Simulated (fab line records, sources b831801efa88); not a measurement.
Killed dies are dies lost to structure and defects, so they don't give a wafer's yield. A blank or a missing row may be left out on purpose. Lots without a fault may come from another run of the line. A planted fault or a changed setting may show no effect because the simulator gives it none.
A struck lot beside a sound one | flow sky130 | 14 steps out of a route of 708
Sound: wafers L795.2, L795.3, L795.4. Struck: wafers L790.1, L790.5, L790.6. The cause comes at the end.
At each step with rows: each side's tool, then ch and its chambers, then its first start. Under that, the readings that differ: sound wafers | struck wafers | difference of the means | sigmas: that difference in standard deviations of wafers without a fault.
alike: readings whose means differ by less than 2 such deviations, and words and numbers that are the same on both sides. not compared: withheld readings, readings that some wafer has no value for, bounds like >300 that may hide the same value, and numbers for which the record gives no deviation and whose values overlap.
The two part at a step that has a row with sigmas, a row that says differs or no value, or rows on one side only. Numbers that don't overlap but have no deviation are shown without sigmas and don't part them. A reading that every wafer of one side lacks parts them only if that side has two wafers or more.

SKY_RES_XHIGH_TW_MEAS_09:
  sound on film_metro-02, day 33 17:53; struck on film_metro-02, day 32 15:25
  alike: RES_XHIGH_TW
then, 7 steps without rows for these wafers: SKY_SD_N_DEHYDRATE_00 (time 60 s); SKY_SD_N_HMDS_01 (prime time 60 s); SKY_SD_N_COAT_02 (resist thk 1140 nm); SKY_SD_N_SOFTBAKE_03 (time 60 s); SKY_SD_N_EXPOSE_04 (exposes mask NSDM, target cd 380 nm); SKY_SD_N_PEB_05; SKY_SD_N_DEVELOP_06 (develop time 60 s).
SKY_SD_N_CD_MEAS_07: target cd 380 nm.
  sound on cd_sem-02, day 34 20:47; struck on cd_sem-02, day 33 18:01
  alike: cd_nm
SKY_SD_N_OVL_MEAS_08:
  sound on overlay-02, day 34 20:53; struck on overlay-02, day 33 18:08
  alike: SD_N_OVL
then, 2 steps without rows for these wafers: SKY_SD_N_IMPLANT_09; SKY_SD_N_IMPLANT_10.
SKY_SD_N_STRIP_11: strips in O2/N2.
  sound on plasma_asher-03 ch 0,1, day 34 21:13; struck on plasma_asher-04 ch 0,1, day 33 18:28
  no value came back on the struck wafers for any of 5 readings (chamber_pressure_mTorr (mTorr), drypump_motor_current_A (A) and others); on the sound wafers chamber_pressure_mTorr (mTorr) reads 1501.1 1500.8 1501.4
  reading                                   | sound | struck         | difference | sigmas
  model.NOVOLAK_of_SD_N_COAT_02.thk_nm (nm) | 0 0 0 | 1144 1150 1146 | +1147      |
  not compared: rf_hours_counter_h
SKY_SD_N_TW_MEAS_12:
  sound on film_metro-01, day 34 21:20; struck on film_metro-04, day 33 18:34
  alike: SD_N_TW

WHERE THEY PART
Only at SKY_SD_N_STRIP_11, within this record. Later steps at which nothing parts them and some readings are alike: SKY_SD_N_TW_MEAS_12.

WHY: what the simulator had put in
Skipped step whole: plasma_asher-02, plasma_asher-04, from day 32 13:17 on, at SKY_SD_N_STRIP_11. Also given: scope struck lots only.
